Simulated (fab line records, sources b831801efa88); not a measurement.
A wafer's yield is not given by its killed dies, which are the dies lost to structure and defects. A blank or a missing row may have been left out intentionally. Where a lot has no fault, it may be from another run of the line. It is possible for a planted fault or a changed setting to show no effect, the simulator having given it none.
What tool caused it? + flow gf180mcu + 6 lots, 18 wafers sampled, at 2 steps of a route of 602

== WHAT THE GAUGES READ, wafer by wafer ==
GF_MVPSD_OVL_MEAS_07.
| lot  | measured    | on         | MVPSD_OVL (nm) |
|------|-------------|------------|----------------|
| L740 | day 5 10:52 | overlay-02 | -0.6 -0.4 -0.8 |
| L743 | day 6 11:09 | overlay-02 | -1.1 -1.5 -1.5 |
| L746 | day 7 09:04 | overlay-02 | -2.8 -0.8 -0.5 |
| L751 | day 8 09:13 | overlay-01 | 1.1 0.1 1.7    |
| L756 | day 9 13:52 | overlay-02 | -0.5 1.1 -0.3  |
| L758 | day 9 23:29 | overlay-01 | 1.9 1.7 2.3    |

== TOOL THAT RAN EACH LOT (tool first, then ch and the chambers of the sampled wafers, then the start) ==
| lot  | GF_NWELL_IMPLANT_09            |
|------|--------------------------------|
| L740 | implanter-02 ch 0, day 3 18:35 |
| L743 | implanter-02 ch 0, day 4 15:02 |
| L746 | implanter-02 ch 0, day 5 09:14 |
| L751 | implanter-02 ch 0, day 6 09:51 |
| L756 | implanter-02 ch 0, day 7 11:28 |
| L758 | implanter-03 ch 0, day 7 21:20 |
- GF_NWELL_IMPLANT_09

== THE ANSWER, worked out from the rows above alone ==
Rule: the usual values come from the lots themselves. The widest of any qualifying gaps counts: lots, ordered by their means at a reading, are off when they make up no more than a third of the lots, leave a main group of 4 or more, and stand apart from it by 3 or more times the standard deviation of that group's means. A main group whose means are all the same, to the digits that the tables above print for the reading, isn't used. Also off: a lot with no number at a reading for which 4 or more lots have one. Any other lot the step has rows for is counted as sound.
None of the lots is off at any reading shown; this tells nothing.

== WHAT HAD BEEN PUT IN BY THE SIMULATOR ==
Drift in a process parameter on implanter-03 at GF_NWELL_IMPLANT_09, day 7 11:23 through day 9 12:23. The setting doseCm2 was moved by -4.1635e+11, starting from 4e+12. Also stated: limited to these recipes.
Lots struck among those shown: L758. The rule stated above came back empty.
